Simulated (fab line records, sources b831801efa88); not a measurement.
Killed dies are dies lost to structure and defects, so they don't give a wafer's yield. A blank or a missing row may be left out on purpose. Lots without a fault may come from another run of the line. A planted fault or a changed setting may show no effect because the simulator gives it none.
fab line records | flow gf180mcu
record lots=5 wafers=15 last_day=34
route steps=602 shown POLY_GATE@157
lots that met no fault: from a run of the same line without faults
start_h: hours from the record's first day to the start of the lot's first wafer shown | wait_h: hours since the lot's step before | " the same as in the row above | L1.1+2: a row that stands for several wafers | - no value, or no start given | * or withheld: withheld | < > ~ a bound
route shown NAME@n: a module of which the file shows steps, and the number in the route of the first | usual: mean/standard deviation of fault-free wafers | same: alike in all rows | chamber/n: place in a boat | sites: the reading at each site | _std_site: their standard deviation | _edge_site: outer sites' mean less inner sites' | radius_mm: how far each site lies from the wafer's centre | mask NAME#n: copy n | behind: the tool/chamber that last shaped the wafer | hold: why the lot was held/for how many hours/how that ended | device: the transistor (n, p or np) that didn't switch | end of line: the same wafers' tests at the end of the route | a step without rows: its recipe alone | killed: dies lost to structure and defects at the first sort, not the wafer's yield | map: a wafer's dies, x killed, . not, _ none there
set.NAME: the setting as run; set.NAME@STEP: as run at that earlier step | model.NAME: the simulator's own value behind a step, which no gauge read
lots at some steps of the route; a table a step, a row a wafer
services: from which hour (start_h, from the record's first day; less than 0 if before it) a tool's chamber was out of use, for how many hours, and why
## steps
# step GF_POLY_GATE_CVD_00
# recipe material=poly-Si target_thk_nm=200 temp_c=620 time_s=1200 pressure_mtorr=200
# usual spike_tc_top_C=637.2/1.6
# columns lot.wafer tool chamber start_h wait_h spike_tc_top_C
L084.4 lpcvd-02 0 248.84 0.0 635.2
L084.5 " 0 " " 636.0
L084.6 " 0 " " 636.4
L088.4 lpcvd-02 1 277.68 0.1 633.8
L088.5 " 1 " " 635.7
L088.6 " 1 " " 637.7
L089.3 lpcvd-02 1 282.68 0.0 637.4
L089.4 " 1 " " 636.0
L089.5 " 1 " " 638.3
L091.3 lpcvd-01 0 295.56 0.0 640.8
L091.4 " 0 " " 640.1
L091.6 " 0 " " 639.0
L095.2 lpcvd-02 0 322.96 0.0 637.4
L095.4 " 0 " " 637.1
L095.5 " 0 " " 636.8
# step GF_POLY_GATE_THK_MEAS_01
# recipe reads=poly-Si_of_POLY_GATE_CVD_00
# usual POLY_GATE_CVD_00_THK=199.3/1.7
# columns lot.wafer tool chamber start_h wait_h POLY_GATE_CVD_00_THK[nm]
L084.4 film_metro-01 - 250.20 0.0 202.6
L084.5 " - " " 200.7
L084.6 " - " " 202.2
L088.4 film_metro-01 - 279.05 0.0 199.5
L088.5 " - " " 201.8
L088.6 " - " " 201.7
L089.3 film_metro-02 - 284.04 0.0 198.6
L089.4 " - " " 199.6
L089.5 " - " " 199.1
L091.3 film_metro-01 - 296.91 0.0 198.9
L091.4 " - " " 199.1
L091.6 " - " " 197.6
L095.2 film_metro-03 - 324.30 0.0 197.2
L095.4 " - " " 198.7
L095.5 " - " " 198.5
# step GF_POLY_GATE_DEHYDRATE_02
# recipe temp_c=200 time_s=60
# usual heater_power_total_W=160.37/0.12
# columns lot.wafer tool chamber start_h wait_h heater_power_total_W
L084.4 litho_track-02 0 258.30 8.1 160.16
L084.5 " 0 " " 160.33
L084.6 " 0 " " 160.13
L088.4 litho_track-01 0 288.89 9.8 160.53
L088.5 " 0 " " 160.51
L088.6 " 0 " " 160.39
L089.3 litho_track-04 0 292.88 8.8 160.44
L089.4 " 0 " " 160.54
L089.5 " 0 " " 160.53
L091.3 litho_track-01 0 307.67 10.7 160.54
L091.4 " 0 " " 160.56
L091.6 " 0 " " 160.34
L095.2 litho_track-01 0 334.34 10.0 160.31
L095.4 " 0 " " 160.39
L095.5 " 0 " " 160.23
# step GF_POLY_GATE_HMDS_03
# recipe prime_time_s=60 prime_temp_c=120
# same prime_time_s=60
# columns lot.wafer tool chamber start_h wait_h
L084.4+5+6 litho_track-02 0 258.45 0.1
L088.4+5+6 litho_track-01 0 289.04 0.1
L089.3+4+5 litho_track-04 0 293.03 0.1
L091.3+4+6 litho_track-01 0 307.82 0.1
L095.2+4+5 litho_track-01 0 334.49 0.1
# step GF_POLY_GATE_COAT_04
# recipe resist=BARC temp_c=withheld time_s=withheld spin_rpm=withheld resist_thk_nm=withheld
# columns lot.wafer tool chamber start_h wait_h
L084.4+5+6 litho_track-02 0 258.60 0.1
L088.4+5+6 litho_track-01 0 289.19 0.1
L089.3+4+5 litho_track-04 0 293.18 0.1
L091.3+4+6 litho_track-01 0 307.97 0.1
L095.2+4+5 litho_track-01 0 334.64 0.1
# step GF_POLY_GATE_COAT_05
# recipe resist=KrF spin_rpm=withheld resist_thk_nm=700
# columns lot.wafer tool chamber start_h wait_h
L084.4+5+6 litho_track-02 0 - -
L088.4+5+6 litho_track-01 0 - -
L089.3+4+5 litho_track-04 0 - -
L091.3+4+6 litho_track-01 0 - -
L095.2+4+5 litho_track-01 0 - -
# step GF_POLY_GATE_SOFTBAKE_06
# recipe temp_c=130 time_s=60 resist=KrF
# usual heater_power_total_W=93.05/0.053
# columns lot.wafer tool chamber start_h wait_h heater_power_total_W
L084.4 litho_track-02 0 - - 92.98
L084.5 " 0 " " 93.07
L084.6 " 0 " " 93.03
L088.4 litho_track-01 0 - - 93.12
L088.5 " 0 " " 92.96
L088.6 " 0 " " 93.08
L089.3 litho_track-04 0 - - 93.02
L089.4 " 0 " " 93.07
L089.5 " 0 " " 93.04
L091.3 litho_track-01 0 - - 93.12
L091.4 " 0 " " 93.09
L091.6 " 0 " " 93.04
L095.2 litho_track-01 0 - - 93.04
L095.4 " 0 " " 93.12
L095.5 " 0 " " 92.94
# step GF_POLY_GATE_EXPOSE_07
# recipe mask_id=Poly2 target_cd_nm=280 na=0.68 source_shape=conventional sigma_outer=0.6 dose_mj=28
# same na=0.68
# columns lot.wafer tool chamber start_h wait_h mask
L084.4+5+6 krf_scanner-01 0 - - Poly2#0
L088.4+5+6 krf_scanner-02 0 - - Poly2#0
L089.3+4+5 krf_scanner-01 0 - - Poly2#0
L091.3+4+6 krf_scanner-01 0 - - Poly2#0
L095.2+4+5 krf_scanner-01 0 - - Poly2#0
# step GF_POLY_GATE_PEB_08
# recipe peb_temp_c=135 peb_time_s=90 resist=KrF
# usual heater_power_total_W=85.71/0.08
# columns lot.wafer tool chamber start_h wait_h heater_power_total_W
L084.4 litho_track-04 0 - - 85.63
L084.5 " 0 " " 85.76
L084.6 " 0 " " 85.75
L088.4 litho_track-02 0 - - 85.71
L088.5 " 0 " " 85.79
L088.6 " 0 " " 85.65
L089.3 litho_track-04 0 - - 85.71
L089.4 " 0 " " 85.88
L089.5 " 0 " " 85.87
L091.3 litho_track-01 0 - - 85.61
L091.4 " 0 " " 85.65
L091.6 " 0 " " 85.73
L095.2 litho_track-04 0 - - 85.64
L095.4 " 0 " " 85.73
L095.5 " 0 " " 85.54
# step GF_POLY_GATE_DEVELOP_09
# recipe develop_time_s=60 resist=KrF dev_temp_c=21
# same develop_time_s=60
# columns lot.wafer tool chamber start_h wait_h
L084.4+5+6 litho_track-04 0 268.10 0.1
L088.4+5+6 litho_track-02 0 299.50 0.1
L089.3+4+5 litho_track-04 0 304.38 0.1
L091.3+4+6 litho_track-01 0 317.97 0.1
L095.2+4+5 litho_track-04 0 345.45 0.2
# step GF_POLY_GATE_CD_MEAS_10
# recipe target_cd_nm=280
# usual cd_nm=280.0/1
# columns lot.wafer tool chamber start_h wait_h cd_nm
L084.4 cd_sem-02 - 268.24 0.1 279.4
L084.5 " - " " 280.9
L084.6 " - " " 279.7
L088.4 cd_sem-02 - 299.63 0.1 282.0
L088.5 " - " " 282.0
L088.6 " - " " 282.0
L089.3 cd_sem-01 - 304.52 0.1 279.0
L089.4 " - " " 278.1
L089.5 " - " " 279.3
L091.3 cd_sem-02 - 318.11 0.1 278.9
L091.4 " - " " 278.9
L091.6 " - " " 278.3
L095.2 cd_sem-01 - 345.60 0.1 279.0
L095.4 " - " " 280.7
L095.5 " - " " 280.0
# step GF_POLY_GATE_OVL_MEAS_11
# usual POLY_GATE_OVL=5/5.2
# columns lot.wafer tool chamber start_h wait_h POLY_GATE_OVL[nm]
L084.4 overlay-02 - 268.32 0.1 4
L084.5 " - " " -5
L084.6 " - " " 4
L088.4 overlay-02 - 299.71 0.1 10
L088.5 " - " " 10
L088.6 " - " " 4
L089.3 overlay-01 - 304.61 0.1 -4
L089.4 " - " " -1
L089.5 " - " " 7
L091.3 overlay-02 - 318.20 0.1 0
L091.4 " - " " 6
L091.6 " - " " 10
L095.2 overlay-01 - 345.70 0.1 -1
L095.4 " - " " 4
L095.5 " - " " -2
# step GF_POLY_GATE_ETCH_12
# recipe chemistry=N2/H2 target_depth_a=withheld overetch_a=withheld time_s=withheld target=BARC ion_energy_ev=200 source_w=500 bias_w=100 pressure_mtorr=30 n2_flow_sccm=100 h2_flow_sccm=200
# usual drypump_motor_current_A=5.8/0.48 oes_product_au=0.736/0.0044 throttle_valve_pct=13.215/0.0092
# columns lot.wafer tool chamber start_h wait_h drypump_motor_current_A oes_product_au throttle_valve_pct
L084.4 rie_diel-01 0 268.36 0.0 5.5 0.732 13.207
L084.5 " 2 " " 6.6 0.732 13.215
L084.6 " 0 " " 5.5 0.739 13.218
L088.4 rie_diel-04 2 299.73 0.0 5.9 0.737 13.208
L088.5 " 0 " " 6.0 0.740 13.230
L088.6 " 1 " " 5.5 0.733 13.218
L089.3 rie_diel-01 1 304.63 0.0 4.8 0.738 13.219
L089.4 " 2 " " 6.6 0.737 13.213
L089.5 " 1 " " 4.8 0.734 13.207
L091.3 rie_diel-01 0 318.22 0.0 5.5 0.732 13.209
L091.4 " 1 " " 4.8 0.739 13.204
L091.6 " 1 " " 4.8 0.737 13.232
L095.2 rie_diel-01 3 345.73 0.0 5.9 0.728 13.214
L095.4 " 1 " " 4.8 0.737 13.213
L095.5 " 0 " " 5.5 0.740 13.200
# step GF_POLY_GATE_ETCH_13
# recipe target=poly-Si target_depth_nm=198.5 stop_on=SiO2 over_etch_frac=0.403 chemistry=HBr/Cl2 icp_w=400 bias_w=100 pressure_mtorr=10 HBr_flow_sccm=150 Cl2_flow_sccm=50 time_s=69.6
# usual drypump_motor_current_A=5.9/0.41 oes_product_au=0.990/0.0055 throttle_valve_pct=33.685/0.0094
# columns lot.wafer tool chamber start_h wait_h drypump_motor_current_A oes_product_au rf_hours_counter_h throttle_valve_pct
L084.4 rie_si-02 2 268.41 - 5.8 0.991 44 33.673
L084.5 " 1 " " 5.8 0.990 - 33.684
L084.6 " 0 " " 6.3 0.994 - 33.680
L088.4 rie_si-02 1 299.78 - 5.8 0.994 63 33.671
L088.5 " 3 " " 6.4 0.999 - 33.675
L088.6 " 2 " " 5.8 1.000 - 33.691
L089.3 rie_si-02 2 304.68 - 5.8 0.994 45 33.692
L089.4 " 3 " " 6.4 0.988 43 33.699
L089.5 " 1 " " 5.8 0.983 - 33.687
L091.3 rie_si-01 2 318.27 - 5.5 0.995 55 33.695
L091.4 " 0 " " 5.6 0.995 3 33.708
L091.6 " 1 " " 5.5 0.984 - 33.697
L095.2 rie_si-02 0 345.78 - 6.3 0.982 89 33.692
L095.4 " 1 " " 5.8 0.987 64 33.675
L095.5 " 1 " " 5.8 0.985 - 33.683
## services
# columns tool chamber start_h hours kind
rie_si-02 - 233.82 0.1 repair
rie_diel-01 3 237.61 - clean
rie_diel-01 3 237.61 25.6 scheduled_down
rie_diel-01 3 237.61 25.6 vent_cycle
lpcvd-01 - 239.27 2.8 pm
rie_si-02 0 239.60 1.0 repair
lpcvd-02 - 240.70 2.8 repair
krf_scanner-01 - 253.77 1.0 pm
litho_track-01 - 255.76 - consumable_replace:filter
krf_scanner-01 - 257.48 0.8 pm
litho_track-02 - 258.92 - consumable_replace:filter
rie_si-02 - 260.66 2.8 pm
rie_diel-01 1 263.25 - clean
rie_diel-01 1 263.25 31.5 scheduled_down
rie_diel-01 1 263.25 31.5 vent_cycle
rie_diel-01 3 264.63 6.4 repair
krf_scanner-02 - 265.59 1.0 pm
krf_scanner-02 - 266.82 1.3 pm
krf_scanner-02 - 272.91 0.8 pm
rie_diel-01 3 298.59 10.1 repair
litho_track-04 - 305.01 - consumable_replace:filter
rie_diel-01 3 313.35 3.0 repair
krf_scanner-01 - 316.40 1.3 pm
krf_scanner-02 - 345.73 0.6 repair
## key
fault none
